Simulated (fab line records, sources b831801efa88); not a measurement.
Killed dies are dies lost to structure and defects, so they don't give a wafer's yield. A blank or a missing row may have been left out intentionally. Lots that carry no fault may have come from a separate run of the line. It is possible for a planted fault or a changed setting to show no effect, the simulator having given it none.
Code-filled problem report in 8D (eight disciplines) form | flow gf180mcu | the parts of the form that need people (team, actions taken, sign-off) are left out

== 1. PROBLEM STATEMENT ==
At GF_M5_METAL_ETCH_10, run length s averages 141.8 s over 4 wafers from 2 lots, while fault-free wafers read 132.9 s, standard deviation 0.37. Relative to the usual mean, that is a shift of +24 standard deviations.
The step: etches the open film in Cl2/BCl3, stops on SiO2, target depth 627.5 nm, time 104.6 s.
First observed at day 30 21:25: wafer L579.2, on rie metal-04. The record holds 33 wafers of 11 lots with a number at this step. By rule, "out" or "out of limits" means more than 4 standard deviations away from the usual mean. All remaining wafers that have a number are taken as sound.

== 2. WHAT IT IS, AND WHAT IT ISN'T ==
question                    | is                                               | is not
which readings at this step | run length s, oes product au, throttle valve pct | drypump motor current A
which lots                  | L579, L581                                       | L564, L565, L566, L567, L569, L573, L574, L586, L587
which wafers of those lots  | L579.2, L579.5, L581.1, L581.4                   | L579.6, L581.3
read on which tools         | rie metal-04                                     | rie metal-01, rie metal-02
when                        | from day 30 21:25                                | up to then (22 sound wafers); but 7 sound wafers of L581, L586, L587 came after

== 3. WHAT RULES OUT EACH SUSPECT ==
Counting: any tool at a process step up to the reading remains a suspect provided it ran every lot that is out. Sound lots after the first of them don't rule it out here, since some wafers of a struck lot are sound.
- rie metal-04 at GF_M5_METAL_ETCH_10 (etches the open film in Cl2/BCl3, stops on SiO2, target depth 627.5 nm, time 104.6 s): kept. Ran every lot that is out, first one L579 (day 30 21:25); last sound lot up to then L573 (day 29 05:40). Its own oes product au, run length s, throttle valve pct readings are out on those wafers.
- The sound lot-mates ran in chamber 0 of rie metal-04 at GF_M5_METAL_ETCH_10, but the wafers that are out ran in chamber 1.
Remaining after the count: rie metal-04 at GF_M5_METAL_ETCH_10.

== 4. THE CAUSE (what the simulator had put in) ==
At GF_M5_METAL_ETCH_10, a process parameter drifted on rie metal-04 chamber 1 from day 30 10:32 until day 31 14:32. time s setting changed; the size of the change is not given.
After counting, this tool was the only one left.

== 5. THE CHAIN OF EFFECTS, in route order ==
Each row: a reading where the mean over the struck wafers with a number is more than 3 standard deviations away from the usual. Only readings for which the record gives a usual standard deviation are gone through. hours: the time from each lot's start at the first step in this table that gives one to its start at this step, as a median over the lots. sigmas: the change in usual standard deviations.
hours | step                | reading                  | usual      | on struck wafers | change | sigmas
0     | GF_M5_METAL_ETCH_10 | oes product au           | 0.974 a.u. | 0.925            | -0.048 | -8.7
0     | GF_M5_METAL_ETCH_10 | run length s             | 132.9 s    | 141.8            | +8.9   | +24
0     | GF_M5_METAL_ETCH_10 | throttle valve pct       | 28.248 %   | 28.307           | +0.059 | +6.3
0     | GF_M5_STRIP_11      | strip time to endpoint s | 7.52 s     | 7.27             | -0.25  | -5.6
Its process steps:
- GF_M5_METAL_ETCH_10: etches the open film in Cl2/BCl3, stops on SiO2, target depth 627.5 nm, time 104.6 s.
- GF_M5_STRIP_11: strips in O2/N2.
At these later measuring or inspecting steps, every struck wafer for which the step has a row has a number for every such reading, and none has moved that far: GF_V5_THK_MEAS_01.

== 6. WHAT WOULD HAVE CAUGHT IT SOONER ==
11 hours passed between the start of the fault at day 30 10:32 and the first reading out of limits in this record, taken at day 30 21:25.
